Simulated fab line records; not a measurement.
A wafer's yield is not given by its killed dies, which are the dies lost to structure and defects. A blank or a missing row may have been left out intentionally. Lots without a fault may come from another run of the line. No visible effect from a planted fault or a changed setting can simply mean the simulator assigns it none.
What tool caused it?	flow sky130	Sampling: 12 lots, 36 wafers, 2 of 708 route steps

WHAT THE GAUGES SHOWED, per wafer
SKY_VIA2_THK_MEAS_23: measures by xrf.
lot	measured	on	VIA2_W_THK (nm)
L074	day 36 07:50	film metro-04	417 415 420
L077	day 36 21:19	film metro-01	421 428 421
L079	day 37 14:50	film metro-03	413 411 416
L081	day 38 19:40	film metro-04	424 419 425
L083	day 39 00:52	film metro-03	427 420 423
L085	day 39 13:13	film metro-03	425 418 426
L086	day 40 17:08	film metro-04	431 427 423
L089	day 41 05:55	film metro-04	416 425 416
L090	day 41 10:30	film metro-04	418 425 423
L093	day 41 15:39	film metro-01	423 423 418
L095	day 42 05:35	film metro-01	425 424 434
L097	day 42 21:02	film metro-03	421 411 418

EACH LOT AND THE TOOL THAT RAN IT (in order: tool; ch and the chambers of the sampled wafers; start)
lot	SKY_VIA2_SPUTTER_20
L074	pvd sputter-03, day 36 07:32
L077	pvd sputter-04, day 36 20:58
L079	pvd sputter-04, day 37 14:31
L081	pvd sputter-04, day 38 19:22
L083	pvd sputter-04, day 39 00:33
L085	pvd sputter-03, day 39 12:53
L086	pvd sputter-03, day 40 16:50
L089	pvd sputter-04, day 41 05:36
L090	pvd sputter-04, day 41 10:11
L093	pvd sputter-01, day 41 15:20
L095	pvd sputter-01, day 42 05:16
L097	pvd sputter-01, day 42 20:43
- SKY_VIA2_SPUTTER_20: material TiN, target thk 20 nm, time 80 s.

THE ANSWER, worked out from the rows above alone
Rule: what is usual is taken from the lots themselves. The widest of any qualifying gaps counts: lots, ordered by their means at a reading, are off when they make up no more than a third of the lots, leave a main group of 4 or more, and stand apart from it by 3 or more times the standard deviation of that group's means. If all means in a main group match to the digits the tables above print for the reading, that group is not used. Also off: a lot with no number at a reading for which 4 or more lots have one. Any other lot the step has rows for is counted as sound.
Across all readings shown, no lot is off: no conclusion can be drawn from this.

WHAT THE SIMULATOR PUT IN
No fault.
